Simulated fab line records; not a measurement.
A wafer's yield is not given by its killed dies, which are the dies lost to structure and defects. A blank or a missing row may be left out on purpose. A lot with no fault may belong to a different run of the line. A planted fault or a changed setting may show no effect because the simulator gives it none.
fab line records	flow gf180mcu	part 2 of 2: steps 23 to 30 of 30
record lots=5	wafers=15	lastDay=33
route steps=602 shown STI@9 DNWELL@32
lots untouched by any fault: they come from a run of this same line in which no faults occurred
startH: the number of hours between the record's first day and the start of the first shown wafer of the lot	waitH: hours from the lot's prior step to this one	" repeats the value in the row above	L1.1+2: several wafers, shown together as one row	- no value present, or no start provided	* or withheld: withheld	< > ~ a bound
route shown NAME@n: NAME is a module with steps in the file, n the number in the route of the first one	usual: mean and standard deviation over wafers with no fault	same: alike in all rows	chamber/n: place in a boat	sites: per-site readings	_std_site: how widely they spread, as a standard deviation	_edge_site: the outer-site mean with the inner-site mean subtracted	radiusMm: for every site, how far away it sits from the centre of the wafer	mask NAME#n: copy n	behind: the last tool/chamber to shape the wafer	hold: what put the lot on hold/how long, in hours/how the hold closed	device: which transistor (n, p or np) failed to switch	end of line: at the end of the route, the tests of the same wafers	where a step has no rows: the recipe by itself	killed: count of dies lost to structure and defects at first sort (not the wafer's yield)	map: shows each die of a wafer: x if killed, . if not, _ if none is there
set.NAME: the setting that was run; set.NAME@STEP: the one run at that earlier step	model.NAME: the simulator's own value behind a step, which no gauge read
lots at some steps of the route; a table a step, a row a wafer
services: a tool's chamber out of use, with start hour (startH, from the record's first day; less than 0 if before it), hours out, and reason
## steps
# step GF_STI_THK_MEAS_30
# recipe reads=SiO2_of_STI_OXIDATION_29
# usual STI_OXIDATION_02_THK=9.90/0.19
lot.wafer	tool	chamber	startH	waitH	STI_OXIDATION_02_THK[nm]
L080.1	filmMetro-01	-	60.45	0.0	9.91
L080.5	"	-	"	"	10.12
L080.6	"	-	"	"	10.13
L082.1	filmMetro-04	-	72.62	0.0	9.66
L082.2	"	-	"	"	9.44
L082.6	"	-	"	"	9.60
L086.1	filmMetro-02	-	92.93	0.0	9.78
L086.2	"	-	"	"	9.80
L086.5	"	-	"	"	9.79
L093.1	filmMetro-04	-	128.28	0.0	9.62
L093.2	"	-	"	"	9.88
L093.6	"	-	"	"	9.56
L094.1	filmMetro-04	-	132.69	0.0	9.78
L094.5	"	-	"	"	9.63
L094.6	"	-	"	"	9.85
# step GF_DNWELL_DEHYDRATE_00
# recipe tempC=200	timeS=60
# usual chillPlateTempC=22.99/0.11	exhaustPa=44.9/0.82	resistLineTempC=22.99/0.11
lot.wafer	tool	chamber	startH	waitH	chillPlateTempC	exhaustPa	resistLineTempC
L080.1	lithoTrack-03	0	65.83	5.4	22.92	44.0	22.89
L080.5	"	0	"	"	22.89	44.8	23.16
L080.6	"	0	"	"	22.81	44.5	23.08
L082.1	lithoTrack-04	0	78.76	6.1	22.93	43.9	23.06
L082.2	"	0	"	"	22.96	44.0	23.06
L082.6	"	0	"	"	23.03	44.9	23.17
L086.1	lithoTrack-04	0	99.46	6.5	23.01	44.4	23.07
L086.2	"	0	"	"	22.86	44.0	23.12
L086.5	"	0	"	"	23.04	45.2	22.79
L093.1	lithoTrack-03	0	135.33	7.0	23.03	43.9	22.77
L093.2	"	0	"	"	23.09	44.4	22.94
L093.6	"	0	"	"	23.02	44.1	23.02
L094.1	lithoTrack-03	0	139.98	7.3	22.85	45.2	23.13
L094.5	"	0	"	"	23.11	45.5	23.01
L094.6	"	0	"	"	23.20	43.9	23.18
# step GF_DNWELL_HMDS_01
# recipe primeTimeS=60	primeTempC=120
# usual chillPlateTempC=23.01/0.13	exhaustPa=44.9/0.88	resistLineTempC=23.02/0.12
lot.wafer	tool	chamber	startH	waitH	chillPlateTempC	exhaustPa	resistLineTempC
L080.1	lithoTrack-03	0	65.98	0.1	23.08	45.2	23.15
L080.5	"	0	"	"	23.01	46.4	23.12
L080.6	"	0	"	"	23.11	46.0	23.12
L082.1	lithoTrack-04	0	78.91	0.1	22.73	44.1	23.00
L082.2	"	0	"	"	22.92	45.3	22.79
L082.6	"	0	"	"	23.00	43.6	22.90
L086.1	lithoTrack-04	0	99.61	0.1	22.85	45.1	22.83
L086.2	"	0	"	"	22.91	45.7	22.93
L086.5	"	0	"	"	22.91	44.9	22.91
L093.1	lithoTrack-03	0	135.48	0.1	23.00	44.5	22.92
L093.2	"	0	"	"	22.99	43.6	22.94
L093.6	"	0	"	"	23.09	44.8	22.92
L094.1	lithoTrack-03	0	140.13	0.1	22.88	45.0	23.20
L094.5	"	0	"	"	23.15	45.2	23.00
L094.6	"	0	"	"	23.02	45.7	23.08
# step GF_DNWELL_COAT_02
# recipe spinRpm=2000	resistThkNm=3000
# usual chillPlateTempC=23.00/0.11	exhaustPa=45.0/0.82	resistLineTempC=23.00/0.11
lot.wafer	tool	chamber	startH	waitH	chillPlateTempC	exhaustPa	resistLineTempC
L080.1	lithoTrack-03	0	66.13	0.1	23.02	43.2	23.04
L080.5	"	0	"	"	23.19	43.3	23.17
L080.6	"	0	"	"	22.98	42.5	23.02
L082.1	lithoTrack-04	0	79.06	0.1	22.94	45.3	22.95
L082.2	"	0	"	"	22.94	45.2	22.97
L082.6	"	0	"	"	22.84	46.0	22.92
L086.1	lithoTrack-04	0	99.76	0.1	22.83	44.9	22.95
L086.2	"	0	"	"	22.83	46.0	23.08
L086.5	"	0	"	"	22.79	45.3	22.96
L093.1	lithoTrack-03	0	135.63	0.1	23.14	44.6	23.05
L093.2	"	0	"	"	22.92	43.7	22.90
L093.6	"	0	"	"	23.08	45.4	23.02
L094.1	lithoTrack-03	0	140.28	0.1	22.98	45.7	22.99
L094.5	"	0	"	"	22.96	44.5	22.85
L094.6	"	0	"	"	22.99	46.5	22.98
# step GF_DNWELL_SOFTBAKE_03
# recipe tempC=110	timeS=withheld
# usual chillPlateTempC=23.02/0.1	exhaustPa=44.9/1	resistLineTempC=23.02/0.1
lot.wafer	tool	chamber	startH	waitH	chillPlateTempC	exhaustPa	resistLineTempC
L080.1	lithoTrack-03	0	66.28	0.1	23.15	44.6	23.02
L080.5	"	0	"	"	23.12	43.0	23.03
L080.6	"	0	"	"	23.01	44.6	23.04
L082.1	lithoTrack-04	0	79.21	0.1	23.01	45.6	22.99
L082.2	"	0	"	"	22.99	47.3	23.10
L082.6	"	0	"	"	23.01	47.4	23.08
L086.1	lithoTrack-04	0	99.91	0.1	22.91	43.8	23.11
L086.2	"	0	"	"	22.99	45.7	22.98
L086.5	"	0	"	"	22.91	44.8	23.10
L093.1	lithoTrack-03	0	135.78	0.1	23.10	42.5	22.97
L093.2	"	0	"	"	23.05	44.3	23.14
L093.6	"	0	"	"	22.96	44.8	23.05
L094.1	lithoTrack-03	0	140.43	0.1	22.92	45.5	22.97
L094.5	"	0	"	"	23.10	44.1	23.21
L094.6	"	0	"	"	22.88	45.1	23.00
# step GF_DNWELL_EXPOSE_04
# recipe maskId=DNWELL	targetCdNm=1700	na=0.6	sourceShape=conventional	sigmaOuter=0.6	doseMj=260
lot.wafer	tool	chamber	startH	waitH	mask
L080.1+5+6	ilineStepper-02	0	-	-	DNWELL#0
L082.1+2+6	ilineStepper-01	0	-	-	DNWELL#0
L086.1+2+5	ilineStepper-01	0	-	-	DNWELL#0
L093.1+2+6	ilineStepper-01	0	-	-	DNWELL#0
L094.1+5+6	ilineStepper-02	0	-	-	DNWELL#0
# step GF_DNWELL_PEB_05
# recipe tempC=115	timeS=withheld
# usual chillPlateTempC=23.00/0.1	exhaustPa=45.0/0.96	resistLineTempC=23.01/0.089
lot.wafer	tool	chamber	startH	waitH	chillPlateTempC	exhaustPa	resistLineTempC
L080.1	lithoTrack-03	0	-	-	22.84	43.4	22.99
L080.5	"	0	"	"	23.10	45.4	23.05
L080.6	"	0	"	"	23.13	44.5	22.99
L082.1	lithoTrack-04	0	-	-	23.09	43.7	23.01
L082.2	"	0	"	"	22.92	45.1	22.94
L082.6	"	0	"	"	23.02	44.3	22.80
L086.1	lithoTrack-04	0	-	-	23.17	46.0	22.94
L086.2	"	0	"	"	22.85	44.8	22.95
L086.5	"	0	"	"	23.02	45.9	22.98
L093.1	lithoTrack-01	0	-	-	23.07	44.2	22.85
L093.2	"	0	"	"	23.06	44.2	23.00
L093.6	"	0	"	"	23.14	44.8	23.10
L094.1	lithoTrack-04	0	-	-	23.12	45.1	22.94
L094.5	"	0	"	"	22.91	44.9	22.98
L094.6	"	0	"	"	22.96	45.9	22.95
# step GF_DNWELL_DEVELOP_06
# recipe wallAngleDeg=90	developTimeS=60	devTempC=23
# usual chillPlateTempC=22.99/0.11	exhaustPa=44.9/0.92	resistLineTempC=22.99/0.1
lot.wafer	tool	chamber	startH	waitH	chillPlateTempC	exhaustPa	resistLineTempC
L080.1	lithoTrack-03	0	-	-	23.07	43.6	23.00
L080.5	"	0	"	"	22.84	44.0	23.02
L080.6	"	0	"	"	23.03	43.4	22.94
L082.1	lithoTrack-04	0	-	-	22.86	44.6	22.75
L082.2	"	0	"	"	22.84	44.4	22.87
L082.6	"	0	"	"	22.86	44.8	22.90
L086.1	lithoTrack-04	0	-	-	23.05	46.1	22.86
L086.2	"	0	"	"	22.94	46.9	22.85
L086.5	"	0	"	"	22.99	45.8	23.03
L093.1	lithoTrack-01	0	-	-	22.99	46.4	23.00
L093.2	"	0	"	"	22.93	45.1	23.02
L093.6	"	0	"	"	22.98	44.5	23.00
L094.1	lithoTrack-04	0	-	-	22.89	45.3	22.85
L094.5	"	0	"	"	22.97	43.5	23.03
L094.6	"	0	"	"	22.87	44.2	23.11
## services
tool	chamber	startH	hours	kind
krfScanner-02	-	27.96	0.5	repair
hdpcvd-01	-	30.32	1.4	repair
rieDiel-02	0	33.43	6.1	repair
krfScanner-02	-	48.47	1.0	pm
rieDiel-02	3	55.40	5.2	repair
rieDiel-02	1	55.96	2.4	repair
plasmaAsher-04	-	56.15	0.9	repair
rieSi-01	-	57.42	2.8	repair
cmp-01	-	64.00	4.0	pm
krfScanner-02	-	65.68	0.6	repair
krfScanner-02	-	70.20	4.4	pm
krfScanner-02	-	74.57	0.8	pm
plasmaAsher-01	-	84.94	14.6	pm
krfScanner-01	-	85.28	0.8	pm
krfScanner-01	-	87.32	1.3	pm
krfScanner-01	-	93.56	0.3	repair
krfScanner-02	-	105.43	0.7	repair
cmp-01	-	106.41	6.0	pm
krfScanner-02	-	120.42	1.3	pm
cmp-01	-	120.55	2.1	repair
rieDiel-04	-	126.60	1.7	repair
krfScanner-01	-	139.99	3.6	pm
krfScanner-01	-	143.55	0.8	pm
plasmaAsher-04	-	144.11	0.6	repair
